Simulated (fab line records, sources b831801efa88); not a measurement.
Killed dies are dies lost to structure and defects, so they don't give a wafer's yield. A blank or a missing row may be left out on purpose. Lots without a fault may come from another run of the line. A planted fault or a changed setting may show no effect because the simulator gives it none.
Which tool did it? | flow gf180mcu | 6 lots, 18 wafers sampled, at 3 steps of a route of 602

WHAT THE GAUGES READ, wafer by wafer
GF_M1_CD_MEAS_14: target cd 230 nm.
lot  | measured     | on        | cd_nm (nm)
L766 | day 18 10:29 | cd_sem-02 | 231.2 231.5 231.1
L771 | day 20 05:58 | cd_sem-02 | 228.4 230.4 220.1
L779 | day 22 20:28 | cd_sem-02 | 230.9 231.3 230.2
L781 | day 23 10:46 | cd_sem-01 | 229.2 229.5 229.4
L783 | day 24 03:00 | cd_sem-02 | 231.1 231.0 229.1
L786 | day 25 04:02 | cd_sem-01 | 229.9 229.6 230.2

WHICH TOOL RAN EACH LOT (tool, then ch and the chambers of the sampled wafers, then the start)
lot  | GF_SAB_ETCH_11                     | GF_M1_EXPOSE_11
L766 | rie_diel-03 ch 1,3, day 16 09:34   | krf_scanner-02 ch 0, day 17 22:50
L771 | rie_diel-04 ch 0,1,3, day 18 02:36 | krf_scanner-02 ch 0, day 19 18:07
L779 | rie_diel-02 ch 0,1, day 20 17:21   | krf_scanner-02 ch 0, day 22 09:16
L781 | rie_diel-03 ch 0,1,2, day 21 09:16 | krf_scanner-01 ch 0, day 22 23:49
L783 | rie_diel-04 ch 2,3, day 22 02:13   | krf_scanner-02 ch 0, day 23 15:56
L786 | rie_diel-02 ch 0,2,3, day 23 05:07 | krf_scanner-02 ch 0, day 24 17:39
- GF_SAB_ETCH_11: etches SiO2 in C4F8/O2/Ar, target depth 55 nm, time 8.5 s.
- GF_M1_EXPOSE_11: exposes mask Metal1, target cd 230 nm.

THE ANSWER, worked out from the rows above alone
Rule: what is usual is taken from the lots themselves. Put in order of their means at a reading, lots are off if they are a third of the lots or fewer, leave a main group of 4 or more, and stand apart from it by a gap of 3 or more times the standard deviation of the main group's means; of several such gaps the widest counts. A main group whose means are all the same, to the digits that the tables above print for the reading, isn't used. A lot without any number at a reading at which 4 lots or more have one is off too. The other lots that the step has rows for count as sound.
Off: L771, at GF_M1_CD_MEAS_14 (cd_nm). The main group: mean 230.3 nm, standard deviation 0.67.
A tool fits if, at a process step before that reading, it ran every lot that is off, and no sound lot after the first of them. The gauges at GF_M1_CD_MEAS_14 are tried like those tools. None of those tried fits.

WHAT THE SIMULATOR HAD PUT IN
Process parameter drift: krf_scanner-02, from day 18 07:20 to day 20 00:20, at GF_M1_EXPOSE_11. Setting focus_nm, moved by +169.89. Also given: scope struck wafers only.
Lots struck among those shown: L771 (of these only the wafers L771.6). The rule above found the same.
